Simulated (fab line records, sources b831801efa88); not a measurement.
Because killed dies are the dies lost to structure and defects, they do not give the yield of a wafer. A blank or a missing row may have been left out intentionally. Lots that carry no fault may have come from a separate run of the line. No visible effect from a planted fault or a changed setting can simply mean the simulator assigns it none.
fab line records	flow sfq-line
[record] lots = 13	wafers = 39	last-day = 89
route steps=325 shown M4@161 R5@225 M6@263 M8@321
lots that met no fault: from a run of the same line without faults
start-h: the number of hours between the record's first day and the start of the first shown wafer of the lot	wait-h: how many hours have passed since the lot's step before this one	" identical to the entry in the row above	L1.1+2: several wafers, shown together as one row	- value missing, or start not given	* or withheld: withheld	< > ~ a bound
route shown NAME@n: names a module that has steps shown in the file, with the first one's number in the route	usual: mean/standard deviation of fault-free wafers	same: alike in all rows	chamber/n: place in a boat	sites: the reading at each site	_std_site: their standard deviation	_edge_site: the outer-site mean with the inner-site mean subtracted	radius-mm: how far each site lies from the wafer's centre	mask NAME#n: copy n	behind: the tool/chamber that last shaped the wafer	hold: the reason the lot was held/the length of the hold in hours/how it ended	device: whichever transistor did not switch (one of n, p or np)	end of line: tests of these same wafers at the route's end	step lacking rows: just its recipe	killed: not the wafer's yield, but the dies lost to structure and defects at the first sort	map: a wafer's dies, marking killed ones x, the rest . and places with no die _
set.NAME: the setting that was run; set.NAME@STEP: the one run at that earlier step	model.NAME: the simulator's own value behind a step, which no gauge read
one table for each step of the route and one row for each wafer, over a sample of lots
services: from which hour (start-h, from the record's first day; less than 0 if before it) a tool's chamber was out of use, for how many hours, and why
[[steps]]
[step SFQ_TRILAYER_M4_STRIP_STRIP_097]
[recipe] gas = O2	power-w = 200	platen-temp-c = 40	overash-fraction = 0.65	chemistry = O2	pressure-mtorr = 50
[usual] drypump-motor-current-A = 5.52/0.18	oes-product-au = 1.002/0.0085
lot.wafer	tool	chamber	start-h	wait-h	drypump-motor-current-A	oes-product-au	rf-hours-counter-h
L977.1	rie-metal-01	0	851.12	0.1	5.41	0.991	42
L977.2	"	1	"	"	5.60	0.990	0
L977.6	"	1	"	"	5.57	0.992	-
L978.1	rie-metal-01	0	860.72	0.1	5.39	0.993	44
L978.4	"	0	"	"	5.36	1.000	-
L978.5	"	1	"	"	5.56	0.999	-
L980.1	rie-metal-01	0	863.25	0.1	5.39	1.010	45
L980.5	"	1	"	"	5.61	1.001	-
L980.6	"	0	"	"	5.40	1.006	-
L982.1	rie-metal-01	1	1051.13	0.1	5.61	1.000	25
L982.3	"	0	"	"	5.41	0.993	-
L982.4	"	1	"	"	5.59	1.003	-
L983.1	rie-metal-02	1	1061.93	0.1	5.82	0.996	21
L983.2	"	0	"	"	5.20	1.006	35
L983.4	"	0	"	"	5.21	1.007	-
L984.4	rie-metal-02	1	1073.90	0.2	5.81	0.999	-
L984.5	"	1	"	"	5.81	1.005	-
L984.6	"	0	"	"	5.22	0.995	-
L985.2	rie-metal-04	1	1086.90	0.1	5.55	0.991	47
L985.3	"	0	"	"	5.59	1.003	-
L985.4	"	1	"	"	5.58	0.983	-
L990.1	rie-metal-04	0	1126.50	0.1	5.59	1.012	126
L990.2	"	1	"	"	5.55	0.986	52
L990.4	"	1	"	"	5.56	0.994	-
L992.2	rie-metal-01	0	1151.70	0.1	5.43	1.010	80
L992.4	"	1	"	"	5.62	1.005	-
L992.6	"	1	"	"	5.59	1.007	-
L994.1	rie-metal-02	0	1169.63	0.1	5.20	0.989	52
L994.4	"	1	"	"	5.83	1.002	-
L994.5	"	1	"	"	5.83	1.002	-
L997.1	rie-metal-02	1	1192.55	0.1	5.83	1.017	35
L997.2	"	0	"	"	5.23	0.995	55
L997.5	"	1	"	"	5.82	1.007	-
L999.1	rie-metal-02	0	1204.55	0.1	5.22	0.987	56
L999.3	"	1	"	"	5.81	0.998	-
L999.4	"	0	"	"	5.25	0.988	-
L100.2	rie-metal-04	0	1210.55	0.1	5.56	1.018	136
L100.4	"	1	"	"	5.54	1.002	-
L100.5	"	1	"	"	5.56	0.998	-
[step SFQ_TRILAYER_R5_ETCH_METAL_ETCH_139]
[recipe] stop-on = SiO2	mask-material = PR	chemistry = Cl2	target-depth-nm = 60	icp-w = 600	bias-w = 80	pressure-mtorr = 10	time-s = 40
[usual] drypump-motor-current-A = 5.52/0.21	oes-product-au = 0.989/0.0052
lot.wafer	tool	chamber	start-h	wait-h	drypump-motor-current-A	oes-product-au	rf-hours-counter-h
L977.1	rie-metal-02	0	1310.92	0.0	5.22	0.985	71
L977.2	"	1	"	"	5.82	0.986	52
L977.6	"	1	"	"	5.81	0.994	-
L978.1	rie-metal-04	1	1313.32	0.0	5.59	0.996	77
L978.4	"	0	"	"	5.59	0.988	-
L978.5	"	0	"	"	5.56	0.997	-
L980.1	rie-metal-02	0	1326.65	0.0	5.23	0.986	73
L980.5	"	1	"	"	5.82	0.998	-
L980.6	"	0	"	"	5.22	0.993	-
L982.1	rie-metal-01	0	1333.71	0.0	5.40	0.980	105
L982.3	"	1	"	"	5.55	0.992	-
L982.4	"	0	"	"	5.38	0.979	-
L983.1	rie-metal-02	1	1381.39	0.0	5.83	0.996	61
L983.2	"	0	"	"	5.21	0.993	79
L983.4	"	0	"	"	5.20	0.987	-
L984.4	rie-metal-02	1	1398.34	0.0	5.83	0.988	-
L984.5	"	1	"	"	5.83	0.992	-
L984.6	"	0	"	"	5.20	0.990	-
L985.2	rie-metal-01	0	1407.92	0.0	5.38	0.989	114
L985.3	"	1	"	"	5.61	0.996	-
L985.4	"	0	"	"	5.41	0.990	-
L990.1	rie-metal-01	0	1573.49	0.0	5.38	0.985	5
L990.2	"	1	"	"	5.59	0.997	93
L990.4	"	0	"	"	5.41	0.979	-
L992.2	rie-metal-04	1	1597.49	0.0	5.59	0.982	108
L992.4	"	1	"	"	5.56	0.987	-
L992.6	"	0	"	"	5.56	0.993	-
L994.1	rie-metal-04	1	1628.89	0.0	5.55	0.984	112
L994.4	"	0	"	"	5.61	0.988	-
L994.5	"	0	"	"	5.57	0.994	-
L997.1	rie-metal-01	0	1654.66	0.0	5.38	0.985	15
L997.2	"	1	"	"	5.61	0.984	103
L997.5	"	0	"	"	5.44	0.989	-
L999.1	rie-metal-02	0	1668.13	0.0	5.20	0.985	114
L999.3	"	1	"	"	5.82	0.987	-
L999.4	"	0	"	"	5.19	0.982	-
L100.2	rie-metal-04	1	1669.33	0.0	5.57	0.988	117
L100.4	"	0	"	"	5.60	0.996	-
L100.5	"	0	"	"	5.61	0.994	-
[step SFQ_TRILAYER_M6_ETCH_METAL_ETCH_162]
[recipe] target = Nb	stop-on = SiO2	mask-material = PR	chemistry = Cl2/Ar	target-depth-nm = 240	icp-w = 600	bias-w = 80	pressure-mtorr = 10	time-s = 120
[usual] drypump-motor-current-A = 5.49/0.27	oes-product-au = 0.895/0.0068
lot.wafer	tool	chamber	start-h	wait-h	drypump-motor-current-A	oes-product-au	rf-hours-counter-h
L977.1	rie-metal-01	0	1596.29	0.0	5.42	0.894	7
L977.2	"	1	"	"	5.55	0.875	95
L977.6	"	1	"	"	5.57	0.882	-
L978.1	rie-metal-02	0	1599.89	0.0	5.21	0.897	104
L978.4	"	1	"	"	5.81	0.893	-
L978.5	"	1	"	"	5.81	0.898	-
L980.1	rie-metal-01	1	1609.49	0.0	5.54	0.907	97
L980.5	"	0	"	"	5.40	0.896	-
L980.6	"	1	"	"	5.59	0.905	-
L982.1	rie-metal-01	0	1616.90	0.0	5.46	0.893	10
L982.3	"	0	"	"	5.40	0.899	-
L982.4	"	1	"	"	5.55	0.895	-
L983.1	rie-metal-02	0	1625.30	0.0	5.23	0.895	108
L983.2	"	1	"	"	5.81	0.905	91
L983.4	"	0	"	"	5.24	0.900	-
L984.4	rie-metal-02	0	1676.90	0.1	5.24	0.897	-
L984.5	"	1	"	"	5.81	0.901	-
L984.6	"	0	"	"	5.23	0.900	-
L985.2	rie-metal-02	0	1684.05	0.0	5.22	0.903	117
L985.3	"	1	"	"	5.83	0.904	-
L985.4	"	0	"	"	5.21	0.903	-
L990.1	rie-metal-02	0	1826.70	0.1	5.20	0.895	11
L990.2	"	0	"	"	5.21	0.894	-
L990.4	"	0	"	"	5.22	0.892	-
L992.2	rie-metal-03	0	1848.49	0.0	5.17	0.901	39
L992.4	"	1	"	"	5.81	0.908	-
L992.6	"	1	"	"	5.78	0.894	-
L994.1	rie-metal-02	0	1878.20	0.0	5.22	0.886	20
L994.4	"	1	"	"	5.83	0.889	-
L994.5	"	0	"	"	5.21	0.894	-
L997.1	rie-metal-02	0	1898.45	0.0	5.24	0.885	22
L997.2	"	1	"	"	5.82	0.892	8
L997.5	"	1	"	"	5.83	0.885	-
L999.1	rie-metal-01	1	1911.05	0.0	5.60	0.880	16
L999.3	"	1	"	"	5.59	0.890	-
L999.4	"	0	"	"	5.39	0.882	-
L100.2	rie-metal-02	1	1912.25	0.0	5.83	0.900	11
L100.4	"	1	"	"	5.82	0.903	-
L100.5	"	1	"	"	5.82	0.913	-
[step SFQ_TRILAYER_M8_DEP_EVAP_196]
[recipe] material = Au	angular-spread-deg = 1	target-thk-nm = 180	time-s = 900	power-w = 2000
lot.wafer	tool	chamber	start-h	wait-h
L977.1+2+6	pvd-sputter-01	-	1955.16	0.1
L978.1+4+5	pvd-sputter-02	-	1961.16	0.1
L980.1+5+6	pvd-sputter-02	-	1979.25	0.1
L982.1+3+4	pvd-sputter-02	-	1985.25	0.1
L983.1+2+4	pvd-sputter-01	-	1986.45	0.1
L984.4+5+6	pvd-sputter-02	-	2024.90	0.1
L985.2+3+4	pvd-sputter-01	-	2027.30	0.1
L990.1+2+4	pvd-sputter-02	-	2039.30	0.1
L992.2+4+6	pvd-sputter-02	-	2055.03	0.1
L994.1+4+5	pvd-sputter-01	-	2065.95	0.1
L997.1+2+5	pvd-sputter-01	-	2108.88	0.1
L999.1+3+4	pvd-sputter-01	-	2120.88	0.1
L100.2+4+5	pvd-sputter-02	-	2123.28	0.1
[step SFQ_M8_RS_MEAS_949]
[recipe] thk-meas-gauge = four-point-probe	reads = Au_of_TRILAYER_M8_DEP_EVAP_196+Pt_of_TRILAYER_M8_DEP_EVAP_198+Ti_of_TRILAYER_M8_DEP_EVAP_197
[usual] M8_AU_RS = 0.1546/0.0015
lot.wafer	tool	chamber	start-h	wait-h	hold	M8_AU_RS[ohm/sq]
L977.1	film-metro-01	-	1955.68	0.3	-	0.1542
L977.2	"	-	"	"	-	0.1534
L977.6	"	-	"	"	-	0.1524
L978.1	film-metro-03	-	1961.68	0.3	-	0.1547
L978.4	"	-	"	"	-	0.1536
L978.5	"	-	"	"	-	0.1532
L980.1	film-metro-02	-	1979.77	0.3	-	0.1539
L980.5	"	-	"	"	-	0.1543
L980.6	"	-	"	"	-	0.1556
L982.1	film-metro-01	-	1985.77	0.3	-	0.1551
L982.3	"	-	"	"	-	0.1533
L982.4	"	-	"	"	-	0.1556
L983.1	film-metro-03	-	1986.97	0.3	-	0.1547
L983.2	"	-	"	"	-	0.1534
L983.4	"	-	"	"	-	0.1546
L984.4	film-metro-01	-	2025.48	0.3	-	0.1551
L984.5	"	-	"	"	-	0.1548
L984.6	"	-	"	"	-	0.1544
L985.2	film-metro-02	-	2027.84	0.3	-	0.1527
L985.3	"	-	"	"	-	0.1521
L985.4	"	-	"	"	-	0.1546
L990.1	film-metro-01	-	2039.82	0.3	-	0.1563
L990.2	"	-	"	"	-	0.1532
L990.4	"	-	"	"	-	0.1549
L992.2	film-metro-01	-	2055.57	0.3	await-dispo/0.2h/release	0.1539
L992.4	"	-	"	"	await-dispo/0.2h/release	0.1539
L992.6	"	-	"	"	await-dispo/0.2h/release	0.1407
L992.2	film-metro-01	-	2055.85	0.3	-	0.1541
L992.4	"	-	"	"	-	0.1534
L992.6	"	-	"	"	-	0.1408
L994.1	film-metro-01	-	2066.47	0.3	-	0.1543
L994.4	"	-	"	"	-	0.1575
L994.5	"	-	"	"	-	0.1534
L997.1	film-metro-03	-	2109.40	0.3	-	0.1580
L997.2	"	-	"	"	-	0.1558
L997.5	"	-	"	"	-	0.1570
L999.1	film-metro-01	-	2121.40	0.3	-	0.1545
L999.3	"	-	"	"	-	0.1544
L999.4	"	-	"	"	-	0.1526
L100.2	film-metro-01	-	2123.82	0.3	-	0.1552
L100.4	"	-	"	"	-	0.1578
L100.5	"	-	"	"	-	0.1539
[step SFQ_M8_THK_MEAS_950]
[recipe] thk-meas-gauge = xrf	reads = Au_of_TRILAYER_M8_DEP_EVAP_196
[usual] M8_AU_THK = 181.3/2.2
lot.wafer	tool	chamber	start-h	wait-h	hold	M8_AU_THK[nm]
L977.1	film-metro-01	-	1955.80	0.1	-	183.3
L977.2	"	-	"	"	-	185.0
L977.6	"	-	"	"	-	185.8
L978.1	film-metro-03	-	1961.80	0.1	-	182.2
L978.4	"	-	"	"	-	184.0
L978.5	"	-	"	"	-	183.9
L980.1	film-metro-02	-	1979.89	0.1	-	179.1
L980.5	"	-	"	"	-	178.3
L980.6	"	-	"	"	-	177.1
L982.1	film-metro-01	-	1985.89	0.1	-	181.1
L982.3	"	-	"	"	-	183.2
L982.4	"	-	"	"	-	181.6
L983.1	film-metro-03	-	1987.09	0.1	-	180.9
L983.2	"	-	"	"	-	183.8
L983.4	"	-	"	"	-	181.2
L984.4	film-metro-01	-	2025.57	0.1	-	180.3
L984.5	"	-	"	"	-	180.7
L984.6	"	-	"	"	-	181.2
L985.2	film-metro-02	-	2027.95	0.1	-	181.6
L985.3	"	-	"	"	-	181.3
L985.4	"	-	"	"	-	178.6
L990.1	film-metro-01	-	2039.94	0.1	-	180.0
L990.2	"	-	"	"	-	182.7
L990.4	"	-	"	"	-	181.3
L992.2	film-metro-01	-	2059.28	3.4	await-dispo/0.2h/release	182.5
L992.4	"	-	"	"	await-dispo/0.2h/release	183.1
L992.6	"	-	"	"	await-dispo/0.2h/release	200.8
L992.2	film-metro-01	-	2059.51	0.2	-	182.8
L992.4	"	-	"	"	-	182.6
L992.6	"	-	"	"	-	199.8
L994.1	film-metro-01	-	2066.59	0.1	-	182.1
L994.4	"	-	"	"	-	179.2
L994.5	"	-	"	"	-	184.2
L997.1	film-metro-03	-	2109.52	0.1	-	177.8
L997.2	"	-	"	"	-	180.6
L997.5	"	-	"	"	-	178.1
L999.1	film-metro-01	-	2121.52	0.1	-	181.6
L999.3	"	-	"	"	-	180.7
L999.4	"	-	"	"	-	184.4
L100.2	film-metro-01	-	2123.93	0.1	-	180.9
L100.4	"	-	"	"	-	177.4
L100.5	"	-	"	"	-	182.2
[[services]]
tool	chamber	start-h	hours	kind
pvd-sputter-02	-	829.27	0.8	repair
rie-metal-04	0	905.50	7.5	repair
rie-metal-02	0	937.10	4.1	repair
rie-metal-01	-	955.21	0.4	repair
pvd-sputter-02	-	978.92	3.9	repair
rie-metal-01	-	988.97	2.8	pm
rie-metal-02	-	999.87	0.5	repair
rie-metal-04	-	1026.90	0.3	repair
rie-metal-02	1	1075.55	18.5	repair
rie-metal-02	-	1104.99	5.5	repair
rie-metal-01	1	1183.37	1.2	repair
rie-metal-02	-	1298.99	0.2	repair
rie-metal-02	0	1361.22	2.4	repair
rie-metal-02	1	1387.53	2.1	repair
rie-metal-01	1	1464.32	3.7	repair
rie-metal-02	0	1476.11	10.8	repair
rie-metal-02	-	1576.83	2.8	pm
rie-metal-01	-	1709.91	10.0	pm
rie-metal-01	-	1854.36	0.3	repair
rie-metal-01	-	1917.26	1.4	pm
rie-metal-02	-	2066.40	0.6	repair
rie-metal-01	1	2080.75	5.0	repair
rie-metal-01	-	2088.97	2.8	pm
rie-metal-01	0	2100.84	4.2	repair
[[key]]
[first-sign] step = SFQ_M8_RS_MEAS_949	reading = visit	direction = added
[effect] step = SFQ_M8_RS_MEAS_949	reading = M8_AU_RS	direction = down	sigmas = 9.1	usual = 0.1546	struck = 0.1407
[effect] step = SFQ_M8_THK_MEAS_950	reading = visit	direction = added
[effect] step = SFQ_M8_THK_MEAS_950	reading = M8_AU_THK	direction = up	sigmas = 8.8	usual = 181.3	struck = 200.8
met-at SFQ_TRILAYER_M8_DEP_EVAP_196
struck-lots L992
struck-wafers L992.6
not-acting-at SFQ_TRILAYER_M4_STRIP_STRIP_097,SFQ_TRILAYER_R5_ETCH_METAL_ETCH_139,SFQ_TRILAYER_M6_ETCH_METAL_ETCH_162
onset-between 2039.30 2055.03
[fault] kind = process-parameter-drift	tool = pvd-sputter-02	chamber = -	onset-h = 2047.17	steps = SFQ_TRILAYER_M8_DEP_EVAP_196	channel = target-thk-nm	offset = 20.138	shape = step	end-h = 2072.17	acts-in = these-recipes-only	stated = 180	scope = struck-wafers-only
